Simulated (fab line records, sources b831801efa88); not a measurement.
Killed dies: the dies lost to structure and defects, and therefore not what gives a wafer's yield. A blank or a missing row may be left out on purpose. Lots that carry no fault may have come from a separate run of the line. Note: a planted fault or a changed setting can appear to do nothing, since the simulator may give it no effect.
fab line records	flow sky130
record lots=6	wafers=18	last-day=50
route steps=708 shown VIA3@577 PAD_OPEN@708
lots that met no fault: from a run of the same line without faults
start-h: start of the lot's first displayed wafer, in hours after the record's first day	wait-h: time in hours since the lot's previous step	" the same as in the row above	L1.1+2: a row that stands for several wafers	- either no value or no given start	* or withheld: withheld	< > ~ a bound
route shown NAME@n: NAME is a module with steps in the file, n the number in the route of the first one	usual: average and standard deviation across the fault-free wafers	same: alike in all rows	chamber/n: place in a boat	sites: per-site readings	_std_site: standard deviation of those values	_edge_site: outer sites' mean less inner sites'	radius-mm: for every site, how far away it sits from the centre of the wafer	mask NAME#n: copy n	behind: the most recent tool/chamber to have shaped the wafer	hold: why the lot was held/for how many hours/how that ended	device: transistor that didn't switch, given as n, p or np	end of line: the route-end tests of the same wafers	a step given without rows: its recipe and nothing more	killed: the dies lost at the first sort to structure and to defects; this is not the yield of the wafer	map: shows each die of a wafer: x if killed, . if not, _ if none is there
set.NAME: the setting that was run; set.NAME@STEP: the one run at that earlier step	model.NAME: the simulator's own value behind a step, which no gauge read
certain route steps with their lots: each step a table, each wafer a row
services: when a tool's chamber went out of use (start-h, in hours from the record's first day, below 0 if earlier), for how many hours, and the reason
## steps
# step SKY_VIA3_DEHYDRATE_04
# recipe temp-c=200	time-s=60
# step SKY_VIA3_HMDS_05
# recipe prime-time-s=60	prime-temp-c=120
# step SKY_VIA3_COAT_06
# recipe resist=BARC	temp-c=withheld	time-s=withheld	spin-rpm=3000	resist-thk-nm=60
# step SKY_VIA3_COAT_07
# recipe resist=KrF-thick	spin-rpm=3000	resist-thk-nm=450
# step SKY_VIA3_SOFTBAKE_08
# recipe temp-c=100.4	time-s=90	resist=KrF-thick
# step SKY_VIA3_EXPOSE_09
# recipe mask-id=VIM3	na=0.8	source-shape=annular	sigma-inner=0.55	sigma-outer=0.85	target-cd-nm=200	dose-mj=38
# step SKY_VIA3_PEB_10
# recipe peb-temp-c=withheld	peb-time-s=withheld	resist=KrF-thick
# step SKY_VIA3_DEVELOP_11
# recipe develop-time-s=60	resist=KrF-thick	dev-temp-c=21
# step SKY_VIA3_CD_MEAS_12
# recipe target-cd-nm=200
# usual cd-nm=200.2/1.2
lot.wafer	tool	chamber	start-h	wait-h	cd-nm
L453.1	cd-sem-01	-	983.74	-	201.0
L453.2	"	-	"	"	200.4
L453.6	"	-	"	"	201.4
L456.1	cd-sem-01	-	996.29	-	199.8
L456.2	"	-	"	"	200.4
L456.4	"	-	"	"	201.7
L460.1	cd-sem-01	-	1023.29	-	198.8
L460.2	"	-	"	"	199.1
L460.5	"	-	"	"	198.2
L463.2	cd-sem-01	-	1046.06	-	201.8
L463.4	"	-	"	"	202.9
L463.6	"	-	"	"	201.5
L465.1	cd-sem-02	-	1057.89	-	199.0
L465.2	"	-	"	"	198.3
L465.4	"	-	"	"	199.4
L469.3	cd-sem-01	-	1090.33	-	200.6
L469.5	"	-	"	"	199.8
L469.6	"	-	"	"	198.8
# step SKY_VIA3_OVL_MEAS_13
# usual VIA3_OVL=2/5
lot.wafer	tool	chamber	start-h	wait-h	VIA3_OVL[nm]
L453.1	overlay-02	-	983.86	0.1	10
L453.2	"	-	"	"	3
L453.6	"	-	"	"	3
L456.1	overlay-02	-	996.41	0.1	-8
L456.2	"	-	"	"	-4
L456.4	"	-	"	"	-6
L460.1	overlay-01	-	1023.41	0.1	1
L460.2	"	-	"	"	-6
L460.5	"	-	"	"	1
L463.2	overlay-01	-	1046.16	0.1	6
L463.4	"	-	"	"	0
L463.6	"	-	"	"	-2
L465.1	overlay-02	-	1058.01	0.1	-1
L465.2	"	-	"	"	4
L465.4	"	-	"	"	6
L469.3	overlay-01	-	1090.42	0.1	6
L469.5	"	-	"	"	-3
L469.6	"	-	"	"	1
# step SKY_VIA3_ETCH_14
# recipe chemistry=N2/H2	target=BARC	ion-energy-ev=200	source-w=500	bias-w=100	pressure-mtorr=30	n2-flow-sccm=100	h2-flow-sccm=200	stop-on=SiO2	time-s=45.9	target-depth-a=600
# usual drypump-motor-current-A=5.7/0.35	h2-flow-sccm=200.1/0.54	n2-flow-sccm=100.0/0.3	oes-product-au=0.854/0.0044	throttle-valve-pct=13.227/0.009
lot.wafer	tool	chamber	start-h	wait-h	drypump-motor-current-A	h2-flow-sccm	n2-flow-sccm	oes-product-au	rf-hours-counter-h	throttle-valve-pct
L453.1	rie-diel-04	3	983.89	0.0	5.4	200.2	100.0	0.852	25	13.233
L453.2	"	2	"	"	5.6	200.5	100.0	0.851	8	13.233
L453.6	"	0	"	"	5.7	198.9	100.2	0.853	-	13.214
L456.1	rie-diel-03	1	996.44	0.0	5.6	199.5	100.1	0.862	6	13.209
L456.2	"	2	"	"	4.8	200.3	100.1	0.852	14	13.222
L456.4	"	1	"	"	5.6	199.2	100.1	0.857	-	13.240
L460.1	rie-diel-04	0	1023.44	0.0	5.7	199.9	100.4	0.848	12	13.230
L460.2	"	3	"	"	5.4	201.1	100.0	0.849	26	13.233
L460.5	"	2	"	"	5.6	199.4	100.4	0.855	-	13.219
L463.2	rie-diel-02	2	1046.19	0.0	5.8	200.0	100.2	0.857	10	13.234
L463.4	"	3	"	"	5.3	200.7	99.9	0.852	-	13.220
L463.6	"	1	"	"	5.9	199.3	100.1	0.847	-	13.214
L465.1	rie-diel-02	3	1058.04	0.0	5.3	199.2	99.9	0.852	18	13.212
L465.2	"	2	"	"	5.9	199.6	100.0	0.853	11	13.231
L465.4	"	1	"	"	5.9	200.0	100.0	0.853	27	13.229
L469.3	rie-diel-03	0	1090.44	0.0	6.4	200.3	100.2	0.854	25	13.227
L469.5	"	0	"	"	6.4	200.2	100.0	0.855	-	13.228
L469.6	"	3	"	"	5.6	200.2	100.8	0.853	-	13.224
# step SKY_VIA3_ETCH_15
# recipe target=SiO2	chemistry=C4F8/O2/Ar	target-depth-nm=507	stop-on=TiN	mask-material=KrF-thick	source-w=1500	bias-w=1200	pressure-mtorr=40	c4f8-flow-sccm=withheld	O2_flow_sccm=6	Ar_flow_sccm=300	time-s=78
# usual oes-product-au=0.946/0.0046
lot.wafer	tool	chamber	start-h	wait-h	oes-product-au	rf-hours-counter-h
L453.1	rie-diel-04	3	983.93	0.0	0.946	25
L453.2	"	2	"	"	0.950	8
L453.6	"	0	"	"	0.950	-
L456.1	rie-diel-03	1	996.48	0.0	0.945	6
L456.2	"	2	"	"	0.948	14
L456.4	"	1	"	"	0.949	-
L460.1	rie-diel-04	0	1023.48	0.0	0.935	12
L460.2	"	3	"	"	0.951	26
L460.5	"	2	"	"	0.947	-
L463.2	rie-diel-02	2	1046.23	0.0	0.945	10
L463.4	"	3	"	"	0.946	-
L463.6	"	1	"	"	0.946	-
L465.1	rie-diel-02	3	1058.08	0.0	0.947	18
L465.2	"	2	"	"	0.947	11
L465.4	"	1	"	"	0.944	27
L469.3	rie-diel-03	0	1090.49	0.0	0.949	25
L469.5	"	0	"	"	0.947	-
L469.6	"	3	"	"	0.942	-
# step SKY_VIA3_STRIP_16
# recipe chemistry=O2/N2	power-w=1400	pressure-mtorr=1500	platen-temp-c=withheld	o2-flow-sccm=3000	n2-flow-sccm=300	overash-fraction=0.5
# usual chamber-pressure-mTorr=1499.8/1.2	drypump-motor-current-A=6.0/0.35	n2-flow-sccm=299.9/0.92	oes-product-au=0.403/0.0044	strip-time-to-endpoint-s=4.133/0.029
# same overash-fraction=0.5
lot.wafer	tool	chamber	start-h	wait-h	chamber-pressure-mTorr	drypump-motor-current-A	n2-flow-sccm	oes-product-au	rf-hours-counter-h	strip-time-to-endpoint-s
L453.1	plasma-asher-01	0	983.99	0.0	1499.8	6.0	300.2	0.406	112	4.181
L453.2	"	1	"	"	1498.5	5.6	299.8	0.403	112	4.125
L453.6	"	1	"	"	1500.0	5.6	299.1	0.410	-	4.148
L456.1	plasma-asher-03	1	996.54	0.0	1498.5	6.4	301.1	0.408	58	4.114
L456.2	"	0	"	"	1501.3	6.4	300.3	0.399	58	4.110
L456.4	"	0	"	"	1499.1	6.4	300.2	0.401	-	4.137
L460.1	plasma-asher-02	0	1023.54	0.0	1499.5	5.5	301.0	0.405	90	4.124
L460.2	"	1	"	"	1500.0	6.0	298.8	0.406	90	4.175
L460.5	"	1	"	"	1500.8	6.0	299.5	0.403	-	4.135
L463.2	plasma-asher-03	1	1046.29	0.0	1799.8	6.4	299.7	0.394	63	3.987
L463.4	"	0	"	"	1499.3	6.4	299.3	0.404	-	4.156
L463.6	"	1	"	"	1799.4	6.4	299.5	0.404	-	4.015
L465.1	plasma-asher-03	0	1058.14	0.0	1500.7	6.4	299.5	0.401	64	4.180
L465.2	"	1	"	"	1798.9	6.4	301.0	0.398	64	4.033
L465.4	"	0	"	"	1499.7	6.4	299.8	0.405	-	4.159
L469.3	plasma-asher-02	1	1090.58	0.1	1500.7	5.9	299.0	0.413	-	4.119
L469.5	"	0	"	"	1499.3	5.5	299.4	0.402	-	4.121
L469.6	"	1	"	"	1500.1	6.0	299.1	0.406	-	4.160
# step SKY_VIA3_STRIP_17
# recipe chemistry=post-etch-residue-remover	time-s=1200	temp-c=72.5
# step SKY_PAD_OPEN_PROBE_99
# usual defect-limited-yield=82.1/1.9	killed_at_M0_to_M3=45/6.8	killed_at_M4_up=3.0/1.7	killed-at-contacts=25/5.7	killed-at-front-end=15/4.6	killed-at-other=0.3/0.66	killed-dies=88/9.5	killed-open=48/7.3	killed-short=39/6.5	sort_bin_3_pad_short=0.9/0.47	sort_bin_5_function=10.6/1.5	sort_bin_6_memory=6.4/1.2	sort-n-pass=404/9.5	sort-yield-pct=82.1/1.9
# same gross-dies=492	killed-at-back-side=0	sort_bin_4_leakage[%]=0	sort_bin_8_speed[%]=0
lot.wafer	tool	chamber	start-h	wait-h	defect-limited-yield[%]	killed_at_M0_to_M3	killed_at_M4_up	killed-at-contacts	killed-at-front-end	killed-at-other	killed-dies	killed-open	killed-short	sort_bin_3_pad_short[%]	sort_bin_5_function[%]	sort_bin_6_memory[%]	sort-n-pass	sort-yield-pct[%]
L453.1	prober-01	-	1119.95	0.1	79.5	43	3	29	25	1	101	48	50	0.8	12.0	7.7	391	79.5
L453.2	prober-01	-	1120.00	0.1	83.5	42	5	19	15	0	81	46	35	1.4	9.3	5.7	411	83.5
L453.6	prober-01	-	1120.20	0.2	84.8	37	2	28	6	2	75	42	31	0.2	7.9	7.1	417	84.8
L456.1	prober-02	-	1133.27	0.1	82.9	48	2	22	12	0	84	48	36	0.2	10.8	6.1	408	82.9
L456.2	prober-02	-	1133.32	0.1	82.9	37	5	30	12	0	84	45	38	0.6	10.4	6.1	408	82.9
L456.4	prober-02	-	1133.42	0.2	83.3	38	3	26	15	0	82	43	38	1.0	8.9	6.7	410	83.3
L460.1	prober-02	-	1154.10	0.1	83.9	45	3	19	12	0	79	47	32	1.4	10.0	4.7	413	83.9
L460.2	prober-02	-	1154.15	0.1	82.1	34	3	37	12	2	88	50	38	1.0	10.2	6.7	404	82.1
L460.5	prober-02	-	1154.30	0.2	81.9	40	2	32	15	0	89	45	43	0.8	11.4	5.9	403	81.9
L463.2	prober-01	-	1172.75	0.1	83.1	46	7	19	11	0	83	30	53	1.0	9.8	6.1	409	83.1
L463.4	prober-01	-	1172.85	0.2	83.1	37	2	27	16	1	83	45	38	0.8	11.2	4.9	409	83.1
L463.6	prober-01	-	1172.95	0.2	83.1	48	2	25	8	0	83	47	36	1.4	10.8	4.7	409	83.1
L465.1	prober-01	-	1181.65	0.1	82.3	39	2	27	19	0	87	56	31	0.8	9.6	7.3	405	82.3
L465.2	prober-01	-	1181.70	0.1	82.7	46	2	22	15	0	85	42	43	1.2	11.2	4.9	407	82.7
L465.4	prober-01	-	1181.80	0.2	85.4	34	3	25	9	1	72	41	30	0.4	9.6	4.7	420	85.4
# killed by level:class
L453.1 CONTACT:geometric-particle:open=13 METAL2:geometric-particle:short=9 VIA1:geometric-particle:open=7 FIELD_ISO:geometric-particle:open=6 VIA3:geometric-particle:open=6 POLY_GATE:geometric-particle:short=5 LI_CONTACT:geometric-particle:short=5 LI_CONTACT:geometric-particle:open=5
L453.2 VIA1:geometric-particle:open=9 LI_CONTACT:geometric-particle:open=7 CONTACT:geometric-particle:open=6 VIA3:geometric-particle:short=6 FIELD_ISO:geometric-particle:open=5 VIA3:geometric-particle:open=5 METAL4:geometric-particle:short=5 FIELD_ISO:geometric-particle:short=4
L453.6 LI_CONTACT:geometric-particle:open=12 VIA1:geometric-particle:open=8 VIA2:geometric-particle:open=7 CONTACT:geometric-particle:open=6 LI_CONTACT:geometric-particle:short=5 METAL2:geometric-particle:short=5 METAL1:geometric-particle:short=4 VIA1:geometric-particle:short=4
L456.1 VIA1:geometric-particle:open=11 CONTACT:geometric-particle:open=9 VIA3:geometric-particle:open=8 VIA2:geometric-particle:open=7 LI_CONTACT:geometric-particle:open=6 METAL2:geometric-particle:short=6 VIA1:geometric-particle:short=5 METAL3:geometric-particle:short=4
L456.2 CONTACT:geometric-particle:open=10 LI_CONTACT:geometric-particle:open=7 VIA1:geometric-particle:open=7 VIA2:geometric-particle:open=6 LOCAL_INTERCONNECT:geometric-particle:short=5 FIELD_ISO:geometric-particle:short=4 LI_CONTACT:geometric-particle:short=4 METAL1:geometric-particle:short=4
L456.4 CONTACT:geometric-particle:open=12 METAL1:geometric-particle:short=10 VIA3:geometric-particle:open=8 LI_CONTACT:geometric-particle:open=6 VIA1:geometric-particle:short=6 FIELD_ISO:geometric-particle:open=4 POLY_GATE:geometric-particle:short=4 LOCAL_INTERCONNECT:geometric-particle:short=4
L460.1 VIA2:geometric-particle:open=10 VIA3:geometric-particle:open=9 VIA1:geometric-particle:open=8 LI_CONTACT:geometric-particle:open=6 FIELD_ISO:geometric-particle:short=5 CONTACT:geometric-particle:open=5 VIA1:geometric-particle:short=4 METAL1:geometric-particle:short=4
L460.2 CONTACT:geometric-particle:open=12 VIA1:geometric-particle:open=11 LOCAL_INTERCONNECT:geometric-particle:short=10 LI_CONTACT:geometric-particle:open=8 FIELD_ISO:geometric-particle:short=4 METAL1:geometric-particle:short=4 METAL3:geometric-particle:short=4 METAL2:geometric-particle:short=4
L460.5 VIA1:geometric-particle:open=9 CONTACT:geometric-particle:short=8 CONTACT:geometric-particle:open=8 LI_CONTACT:geometric-particle:open=7 LOCAL_INTERCONNECT:geometric-particle:short=6 METAL1:geometric-particle:short=6 FIELD_ISO:geometric-particle:open=5 POLY_GATE:geometric-particle:short=5
L463.2 METAL1:geometric-particle:short=7 METAL4:geometric-particle:short=7 VIA1:geometric-particle:short=7 VIA3:geometric-particle:open=7 CONTACT:geometric-particle:short=6 METAL2:geometric-particle:short=6 VIA3:geometric-particle:short=5 CONTACT:geometric-particle:open=5
L463.4 CONTACT:geometric-particle:open=11 LI_CONTACT:geometric-particle:open=7 VIA3:geometric-particle:open=6 VIA3:geometric-particle:short=5 LI_CONTACT:geometric-particle:short=5 METAL1:geometric-particle:short=5 VIA1:geometric-particle:open=5 VIA2:geometric-particle:open=5
L463.6 VIA2:geometric-particle:open=13 VIA1:geometric-particle:open=11 LI_CONTACT:geometric-particle:open=7 CONTACT:geometric-particle:open=7 VIA1:geometric-particle:short=6 LOCAL_INTERCONNECT:geometric-particle:short=5 VIA3:geometric-particle:open=5 POLY_GATE:geometric-particle:short=4
L465.1 VIA1:geometric-particle:open=11 LI_CONTACT:geometric-particle:open=10 CONTACT:geometric-particle:open=8 FIELD_ISO:geometric-particle:short=6 VIA3:geometric-particle:open=6 VIA2:geometric-particle:open=6 METAL1:geometric-particle:short=5 CONTACT:geometric-particle:short=5
L465.2 METAL1:geometric-particle:short=10 LI_CONTACT:geometric-particle:open=9 VIA3:geometric-particle:open=7 FIELD_ISO:geometric-particle:short=6 VIA2:geometric-particle:open=6 CONTACT:geometric-particle:short=6 FIELD_ISO:geometric-particle:open=5 VIA1:geometric-particle:short=5
L465.4 LI_CONTACT:geometric-particle:open=8 CONTACT:geometric-particle:open=8 VIA2:geometric-particle:open=7 VIA3:geometric-particle:open=5 VIA1:geometric-particle:open=5 METAL2:geometric-particle:short=5 VIA2:geometric-particle:short=4 FIELD_ISO:geometric-particle:short=3
## services
tool	chamber	start-h	hours	kind
rie-diel-02	-	975.28	15.5	repair
rie-diel-04	-	978.72	2.8	pm
rie-diel-03	0	993.56	6.4	repair
plasma-asher-01	-	1002.24	2.8	pm
rie-diel-02	0	1023.47	1.5	repair
rie-diel-02	0	1043.97	7.4	repair
rie-diel-03	2	1048.92	9.0	repair
plasma-asher-01	-	1055.25	9.0	pm
plasma-asher-01	0	1055.25	9.0	vent-cycle
plasma-asher-01	1	1055.25	9.0	vent-cycle
plasma-asher-01	0	1064.25	-	clean
plasma-asher-01	1	1064.25	-	clean
rie-diel-02	-	1078.57	14.6	pm
## key
first-sign step=SKY_VIA3_STRIP_16	reading=chamber-pressure-mTorr	direction=up	sigmas=99+	usual=1499.8	struck=1799.4
effect step=SKY_VIA3_STRIP_16	reading=strip-time-to-endpoint-s	direction=down	sigmas=4.2	usual=*	struck=*
met-at SKY_VIA3_STRIP_16
struck-wafers L463.2,L463.6,L465.2
onset-between 996.54 1046.29
fault kind=process-parameter-drift	tool=plasma-asher-03	chamber=1	onset-h=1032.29	steps=SKY_VIA3_STRIP_16	channel=pressure-mtorr	offset=300	shape=step	end-h=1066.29	acts-in=these-recipes-only	stated=1500
